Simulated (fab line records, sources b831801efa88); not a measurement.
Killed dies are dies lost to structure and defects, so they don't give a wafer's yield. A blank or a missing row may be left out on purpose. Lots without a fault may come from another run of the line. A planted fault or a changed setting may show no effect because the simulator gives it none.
Chamber matching | flow gf180mcu | GF_V2_CMP_04 on cmp-02: 4 sister chambers
The step polishes SiO2. 8 wafers are shown with their chamber, then 12 later ones without.

WAFERS WITH THEIR CHAMBER
wafer  | chamber | motor_current_A (A) | time_to_endpoint_s (s)
L081.6 | 1       | 13.0                | 79
L086.5 | 0       | 11.9                | 84
L087.3 | 2       | 10.9                | 78
L087.4 | 1       | 12.8                | 84
L087.6 | 0       | 12.3                | 83
L090.1 | 3       | 12.9                | 91
L090.4 | 2       | 11.0                | 85
L090.5 | 3       | 12.8                | 94

WAFERS WITHOUT THEIR CHAMBER
wafer  | motor_current_A (A) | time_to_endpoint_s (s)
L091.2 | 12.1                | 84
L091.5 | 12.5                | 89
L091.6 | 10.6                | 84
L094.1 | 11.7                | 81
L094.2 | 12.0                | 77
L094.5 | 11.2                | 83
L096.2 | 12.6                | 89
L096.3 | 10.7                | 83
L096.6 | 12.2                | 89
L097.1 | 10.8                | 77
L097.2 | 12.0                | 82
L097.5 | 11.5                | 86

WHICH CHAMBER EACH WENT THROUGH
wafer  | from the rows above          | in truth
L091.2 | 0                            | 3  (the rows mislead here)
L091.5 | can't be placed: 3 or 0 or 1 | 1
L091.6 | 2                            | 2
L094.1 | can't be placed: 0 or 2      | 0
L094.2 | 0                            | 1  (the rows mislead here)
L094.5 | 2                            | 2
L096.2 | can't be placed: 3 or 1 or 0 | 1
L096.3 | 2                            | 2
L096.6 | 0                            | 0
L097.1 | 2                            | 2
L097.2 | 0                            | 0
L097.5 | can't be placed: 2 or 0      | 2
Placed correctly: 6 of 12. Can't be placed from these rows: 4 (the true chamber is among the candidates in 4). Placed wrongly: 2.
How it was worked out, from the rows above alone: a wafer's distance from a chamber is the root of the sum, over the readings, of the square of ((its reading less the chamber's mean) divided by the reading's scatter). The wafer belongs to the nearest chamber; if the next one is less than 2 further off, it can't be placed. A chamber's mean is the mean of its shown wafers. The scatter: the root of (the sum of the squares of (reading less its chamber's mean) over the shown wafers, divided by (wafers less chambers)).
